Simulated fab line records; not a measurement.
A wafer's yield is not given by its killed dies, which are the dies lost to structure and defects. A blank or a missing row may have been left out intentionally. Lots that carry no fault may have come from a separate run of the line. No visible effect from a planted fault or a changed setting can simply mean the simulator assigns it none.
Which tool was responsible? ; flow gf180mcu ; 24 lots, 72 wafers sampled, at 5 steps of a route of 602

== WHAT EACH GAUGE READ, for each wafer ==
GF_V1_THK_MEAS_03. Usual: V1_CVD_02_THK typically reads 852 nm, with standard deviation 9.3.
lot;measured;on;V1_CVD_02_THK (nm);flag
L074;day 17 00:19;film-metro-02;856 861 853;
L075;day 17 11:27;film-metro-01;851 863 870;
L076;day 17 15:46;film-metro-01;855 851 867;
L077;day 17 19:31;film-metro-02;844 847 854;
L078;day 18 11:45;film-metro-01;840 850 843;
L079;day 18 20:17;film-metro-02;853 848 864;
L080;day 19 06:38;film-metro-01;832 854 858;
L081;day 19 17:55;film-metro-04;845 847 853;
L082;day 20 04:56;film-metro-02;855 870 870;
L083;day 20 11:51;film-metro-02;848 855 858;
L084;day 21 03:51;film-metro-01;854 850 852;
L085;day 21 14:30;film-metro-02;839 845 847;
L086;day 21 14:50;film-metro-02;849 845 833;
L087;day 21 22:38;film-metro-01;853 853 851;
L088;day 22 10:14;film-metro-04;847 850 861;
L089;day 22 20:54;film-metro-02;851 838 860;
L090;day 23 05:44;film-metro-04;842 871 858;
L091;day 23 09:59;film-metro-01;847 863 860;
L092;day 23 18:33;film-metro-01;845 839 865;
L093;day 23 23:42;film-metro-01;834 838 853;
L094;day 24 08:29;film-metro-04;848 847 857;
L095;day 24 13:31;film-metro-02;853 868 868;
L096;day 24 20:46;film-metro-04;851 854 862;
L097;day 25 04:18;film-metro-01;849 845 853;

GF_V4_CD_MEAS_14: the cd target is 260 nm. Usual: 260.2 nm for cd-nm, sd 1.2.
lot;measured;on;cd-nm (nm);flag
L074;day 24 08:32;cd-sem-01;258.2 258.6 257.7;
L075;day 24 18:39;cd-sem-01;260.2 258.9 258.6;
L076;day 24 21:04;cd-sem-02;260.3 262.0 260.5;
L077;day 25 01:40;cd-sem-02;260.6 260.4 261.0;
L078;day 25 22:50;cd-sem-02;262.5 261.5 262.7;
L079;day 25 23:20;cd-sem-02;262.1 260.6 261.4;
L080;day 26 07:58;cd-sem-02;258.6 261.3 260.8;
L081;day 26 17:53;cd-sem-01;258.4 259.6 259.3;
L082;day 27 04:47;cd-sem-01;259.8 259.9 261.1;
L083;day 27 10:09;cd-sem-02;261.3 261.6 262.4;
L084;day 27 22:54;cd-sem-02;259.9 258.0 258.9;
L085;day 28 07:29;cd-sem-01;259.4 258.7 259.1;
L086;day 28 09:45;cd-sem-01;261.4 261.7 262.1;
L087;day 28 15:21;cd-sem-01;260.4 261.0 260.9;
L088;day 28 23:53;cd-sem-01;260.0 260.4 259.9;
L089;day 29 07:56;cd-sem-01;262.4 259.9 260.4;
L090;day 29 16:20;cd-sem-02;259.6 259.8 259.7;
L091;day 29 20:16;cd-sem-01;258.7 259.0 258.5;
L092;day 30 01:38;cd-sem-01;260.8 259.6 260.2;
L093;day 30 06:12;cd-sem-01;260.5 259.4 259.2;
L094;day 30 13:56;cd-sem-01;259.9 259.5 259.9;
L095;day 30 18:05;cd-sem-01;259.7 260.3 259.1;
L096;day 30 23:38;cd-sem-02;260.9 261.5 262.5;
L097;day 31 05:28;cd-sem-02;260.2 260.3 259.2;

== EACH LOT AND THE TOOL THAT RAN IT (in order: tool; ch and the chambers of the sampled wafers; start) ==
lot;GF_V2_SPUTTER_22;GF_M3_SPUTTER_03;GF_M4_SPUTTER_02
L074;pvd-sputter-02, day 20 03:59;pvd-sputter-01, day 20 04:47;pvd-sputter-01, day 22 08:50
L075;pvd-sputter-04, day 20 15:40;pvd-sputter-01, day 20 16:28;pvd-sputter-04, day 22 19:56
L076;pvd-sputter-03, day 20 19:37;pvd-sputter-02, day 20 20:26;pvd-sputter-04, day 22 23:11
L077;pvd-sputter-02, day 20 23:40;pvd-sputter-01, day 21 00:28;pvd-sputter-01, day 23 03:13
L078;pvd-sputter-04, day 22 01:02;pvd-sputter-03, day 22 01:50;pvd-sputter-01, day 24 03:20
L079;pvd-sputter-02, day 22 01:29;pvd-sputter-01, day 22 02:26;pvd-sputter-04, day 24 03:23
L080;pvd-sputter-03, day 22 10:59;pvd-sputter-02, day 22 11:47;pvd-sputter-03, day 24 12:29
L081;pvd-sputter-02, day 22 22:21;pvd-sputter-02, day 22 23:08;pvd-sputter-01, day 24 22:29
L082;pvd-sputter-04, day 23 09:31;pvd-sputter-03, day 23 10:19;pvd-sputter-04, day 25 09:37
L083;pvd-sputter-03, day 23 15:13;pvd-sputter-01, day 23 16:01;pvd-sputter-03, day 25 15:08
L084;pvd-sputter-04, day 24 05:33;pvd-sputter-02, day 24 06:20;pvd-sputter-04, day 26 05:20
L085;pvd-sputter-02, day 24 15:59;pvd-sputter-03, day 24 16:46;pvd-sputter-03, day 26 14:29
L086;pvd-sputter-04, day 24 16:59;pvd-sputter-01, day 24 17:47;pvd-sputter-01, day 26 16:56
L087;pvd-sputter-02, day 24 23:50;pvd-sputter-01, day 25 00:38;pvd-sputter-03, day 26 21:35
L088;pvd-sputter-03, day 25 09:03;pvd-sputter-02, day 25 09:50;pvd-sputter-04, day 27 06:35
L089;pvd-sputter-03, day 25 18:59;pvd-sputter-02, day 25 19:47;pvd-sputter-04, day 27 16:08
L090;pvd-sputter-04, day 26 03:59;pvd-sputter-01, day 26 04:47;pvd-sputter-03, day 28 00:11
L091;pvd-sputter-03, day 26 07:53;pvd-sputter-01, day 26 08:41;pvd-sputter-04, day 28 04:31
L092;pvd-sputter-02, day 26 15:53;pvd-sputter-03, day 26 16:41;pvd-sputter-03, day 28 10:32
L093;pvd-sputter-04, day 26 19:43;pvd-sputter-02, day 26 20:31;pvd-sputter-03, day 28 15:59
L094;pvd-sputter-04, day 27 04:24;pvd-sputter-02, day 27 05:11;pvd-sputter-03, day 28 23:26
L095;pvd-sputter-02, day 27 09:19;pvd-sputter-03, day 27 10:07;pvd-sputter-03, day 29 03:25
L096;pvd-sputter-04, day 27 15:24;pvd-sputter-02, day 27 16:14;pvd-sputter-04, day 29 09:44
L097;pvd-sputter-02, day 27 23:13;pvd-sputter-02, day 28 00:01;pvd-sputter-03, day 29 17:01
- GF_V2_SPUTTER_22: material TiN, target thk 10 nm, time 40 s.
- GF_M3_SPUTTER_03: material Ti, target thk 10 nm, time 6.7 s.
- GF_M4_SPUTTER_02: material AlCu, target thk 450 nm, time 23.9 s.

== AS READ BY THE TOOLS THEMSELVES (means over the sampled wafers that have a number; for cases with no such wafer, the mark the record gives instead) ==
GF_V2_SPUTTER_22. Usual: 29.9 % for throttle-valve-pct, sd 1.3.
lot;tool;throttle-valve-pct (%);flag
L074;pvd-sputter-02;29.8;
L075;pvd-sputter-04;29.1;
L076;pvd-sputter-03;30.5;
L077;pvd-sputter-02;29.9;
L078;pvd-sputter-04;28.1;
L079;pvd-sputter-02;29.5;
L080;pvd-sputter-03;30.1;
L081;pvd-sputter-02;29.7;
L082;pvd-sputter-04;29.5;
L083;pvd-sputter-03;30.4;
L084;pvd-sputter-04;30.7;
L085;pvd-sputter-02;30.5;
L086;pvd-sputter-04;29.0;
L087;pvd-sputter-02;31.2;
L088;pvd-sputter-03;30.4;
L089;pvd-sputter-03;30.5;
L090;pvd-sputter-04;30.2;
L091;pvd-sputter-03;30.2;
L092;pvd-sputter-02;30.2;
L093;pvd-sputter-04;30.6;
L094;pvd-sputter-04;29.2;
L095;pvd-sputter-02;31.1;
L096;pvd-sputter-04;30.3;
L097;pvd-sputter-02;30.3;

GF_M3_SPUTTER_03. Usual: 30.3 % for throttle-valve-pct, sd 1.
lot;tool;throttle-valve-pct (%);flag
L074;pvd-sputter-01;30.3;
L075;pvd-sputter-01;30.3;
L076;pvd-sputter-02;29.8;
L077;pvd-sputter-01;30.2;
L078;pvd-sputter-03;30.1;
L079;pvd-sputter-01;30.5;
L080;pvd-sputter-02;28.7;
L081;pvd-sputter-02;29.5;
L082;pvd-sputter-03;30.5;
L083;pvd-sputter-01;30.9;
L084;pvd-sputter-02;30.9;
L085;pvd-sputter-03;30.3;
L086;pvd-sputter-01;30.0;
L087;pvd-sputter-01;30.0;
L088;pvd-sputter-02;29.9;
L089;pvd-sputter-02;30.6;
L090;pvd-sputter-01;30.1;
L091;pvd-sputter-01;29.4;
L092;pvd-sputter-03;30.5;
L093;pvd-sputter-02;30.6;
L094;pvd-sputter-02;29.7;
L095;pvd-sputter-03;30.4;
L096;pvd-sputter-02;30.9;
L097;pvd-sputter-02;30.3;

GF_M4_SPUTTER_02. Usual: 30.0 % for throttle-valve-pct, sd 1.1.
lot;tool;throttle-valve-pct (%);flag
L074;pvd-sputter-01;30.2;
L075;pvd-sputter-04;30.5;
L076;pvd-sputter-04;29.1;
L077;pvd-sputter-01;30.9;
L078;pvd-sputter-01;30.5;
L079;pvd-sputter-04;29.4;
L080;pvd-sputter-03;30.0;
L081;pvd-sputter-01;30.7;
L082;pvd-sputter-04;29.0;
L083;pvd-sputter-03;30.0;
L084;pvd-sputter-04;29.8;
L085;pvd-sputter-03;30.5;
L086;pvd-sputter-01;30.1;
L087;pvd-sputter-03;30.7;
L088;pvd-sputter-04;29.4;
L089;pvd-sputter-04;29.5;
L090;pvd-sputter-03;30.3;
L091;pvd-sputter-04;30.5;
L092;pvd-sputter-03;30.6;
L093;pvd-sputter-03;30.4;
L094;pvd-sputter-03;30.4;
L095;pvd-sputter-03;30.0;
L096;pvd-sputter-04;30.2;
L097;pvd-sputter-03;30.5;

== THE ANSWER, worked out from the rows above alone ==
Rule: lot off if the mean of its wafers having a number is beyond 3 standard deviations from the usual mean. A lot without any number at a reading at which 4 lots or more have one is off too. All remaining lots with rows at the step are treated as sound. First the gauges in route order, then the tools' own readings, where a lot's mean is used as printed above. The first step at which some lot is off is used, and at that step the reading that is off furthest; a lot without a number counts as furthest.
None of the lots is off at any reading shown; this tells nothing.

== WHAT HAD BEEN PUT IN BY THE SIMULATOR ==
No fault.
